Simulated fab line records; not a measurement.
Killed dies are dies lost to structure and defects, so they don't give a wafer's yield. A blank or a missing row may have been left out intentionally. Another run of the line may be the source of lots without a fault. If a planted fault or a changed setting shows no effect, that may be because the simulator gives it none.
Matching of chambers || flow gf180mcu || GF_V3_ETCH_16 on rie-diel-01: 4 sister chambers
The step etches BARC in N2/H2. 4 wafers are shown with their chamber, then 7 later ones without.

WAFERS WITH THEIR CHAMBER
{"wafer": "L079.5", "chamber": 3, "drypump-motor-current-A (A)": 5.6}
{"wafer": "L083.3", "chamber": 2, "drypump-motor-current-A (A)": 5.9}
{"wafer": "L084.1", "chamber": 1, "drypump-motor-current-A (A)": 6.5}
{"wafer": "L084.2", "chamber": 0, "drypump-motor-current-A (A)": 5.4}

WAFERS WITHOUT THEIR CHAMBER
{"wafer": "L084.4", "drypump-motor-current-A (A)": 5.6}
{"wafer": "L089.3", "drypump-motor-current-A (A)": 5.8}
{"wafer": "L089.5", "drypump-motor-current-A (A)": 5.4}
{"wafer": "L089.6", "drypump-motor-current-A (A)": 5.6}
{"wafer": "L096.2", "drypump-motor-current-A (A)": 5.9}
{"wafer": "L096.3", "drypump-motor-current-A (A)": 5.4}
{"wafer": "L096.5", "drypump-motor-current-A (A)": 5.6}

THE CHAMBER EACH PASSED THROUGH
{"wafer": "L084.4", "from the rows above": 3, "in truth": 3}
{"wafer": "L089.3", "from the rows above": 2, "in truth": 2}
{"wafer": "L089.5", "from the rows above": 0, "in truth": 0}
{"wafer": "L089.6", "from the rows above": 3, "in truth": 3}
{"wafer": "L096.2", "from the rows above": 2, "in truth": 2}
{"wafer": "L096.3", "from the rows above": 0, "in truth": 0}
{"wafer": "L096.5", "from the rows above": 3, "in truth": 3}
Correctly placed: 7 of 7. Not placeable from these rows: 0. Number placed wrongly: 0.
How it was worked out, from the rows above alone: a wafer's distance from a chamber is the root of the sum, over the readings, of the square of ((its reading less the chamber's mean) divided by the reading's scatter). If the next closest chamber is less than 2 further off than the closest, the wafer can't be placed; otherwise it belongs to the closest. Each chamber's mean is taken over the wafers shown for it. The scatter (one wafer shown for each chamber): square how far every hidden wafer sits from the nearest shown wafer, average those squares and take the square root.
